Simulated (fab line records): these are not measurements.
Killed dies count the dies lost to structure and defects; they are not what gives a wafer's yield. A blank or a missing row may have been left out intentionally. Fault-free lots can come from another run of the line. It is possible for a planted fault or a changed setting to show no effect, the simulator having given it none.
Comparing a struck lot with a sound one ; flow gf180mcu ; 14 out of 602 route steps
Sound: wafers L818.1, L818.2, L818.3. Struck: wafers L835.4, L835.6. (L835.2 of the same lot was not struck and is left out.) The cause comes at the end.
Each step with rows lists, per side, the tool, then ch with its chambers, then its first start. Under that, the readings that differ: sound wafers ; struck wafers ; difference of the means ; sigmas: that difference in standard deviations of wafers without a fault.
alike: readings whose means differ by less than 2 such deviations, and words and numbers that are the same on both sides. not compared: withheld readings, readings that some wafer has no value for, bounds like >300 that may hide the same value, and numbers for which the record gives no deviation and whose values overlap.
Wherever a step has rows on one side only, a row that says differs or no value, or a row with sigmas, the two part there. Non-overlapping numbers with no deviation appear without sigmas and do not part them. A reading missing from all wafers of one side parts the sides only when that side holds two or more wafers.

first, 4 steps without rows for these wafers: GF_V4_SOFTBAKE_10 (time 60 s); GF_V4_EXPOSE_11 (exposes mask Via4, target cd 260 nm); GF_V4_PEB_12 (peb time 90 s); GF_V4_DEVELOP_13 (develop time 60 s).
GF_V4_CD_MEAS_14 targets a cd of 260 nm.
  sound on cd-sem-01, day 25 05:53; struck on cd-sem-01, day 30 08:16
  alike: cd-nm
GF_V4_OVL_MEAS_15:
  sound on overlay-02, day 25 06:01; struck on overlay-02, day 30 08:22
  alike: V4_OVL
GF_V4_ETCH_16: etches BARC in N2/H2.
  sound on rie-diel-02 ch 0,1,3, day 25 06:03; struck on rie-diel-02 ch 1,3, day 30 08:24
  alike: drypump-motor-current-A, oes-product-au, throttle-valve-pct
GF_V4_ETCH_17: etches SiO2 in C4F8/O2/Ar, stops on TiN, target depth 630 nm.
  sound on rie-diel-02 ch 0,1,3; struck on rie-diel-02 ch 1,3
  alike: oes-product-au
GF_V4_STRIP_18: strips in O2/N2.
  sound on plasma-asher-04 ch 0,1, day 25 06:11; struck on plasma-asher-02 ch 1, day 30 08:31
  alike: drypump-motor-current-A, heater-power-w, o2-flow-sccm, oes-product-au
  not compared: rf-hours-counter-h
then, 2 steps without rows for these wafers: GF_V4_STRIP_19 (strips in post etch residue remover, time 1200 s); GF_V4_CLEAN_20 (cleans in DIW).
GF_V4_SPUTTER_21: material Ti, target thk 15 nm, time 80.02 s.
  sound on pvd-sputter-01, day 25 06:43; struck on pvd-sputter-01, day 30 09:04
  alike: throttle-valve-pct
GF_V4_SPUTTER_22: material TiN, target thk 10 nm, time 40 s.
  sound on pvd-sputter-01, day 25 06:46; struck on pvd-sputter-01, day 30 09:07
reading;sound;struck;difference;sigmas
model.TiN_of_V4_SPUTTER_22.thk-nm (nm);9.838 9.948 10.19;6.762 6.68;-3.271;
  alike: throttle-valve-pct
GF_V4_CVD_23: deposits W, target thk 350 nm, time 104.9 s.
  sound on cvd-w-02 ch 0,1, day 25 06:49; struck on cvd-w-02 ch 0, day 30 09:10
  alike: heater-power-w

== WHERE THEY PART ==
Nowhere in this record.

WHY: what had been put in by the simulator
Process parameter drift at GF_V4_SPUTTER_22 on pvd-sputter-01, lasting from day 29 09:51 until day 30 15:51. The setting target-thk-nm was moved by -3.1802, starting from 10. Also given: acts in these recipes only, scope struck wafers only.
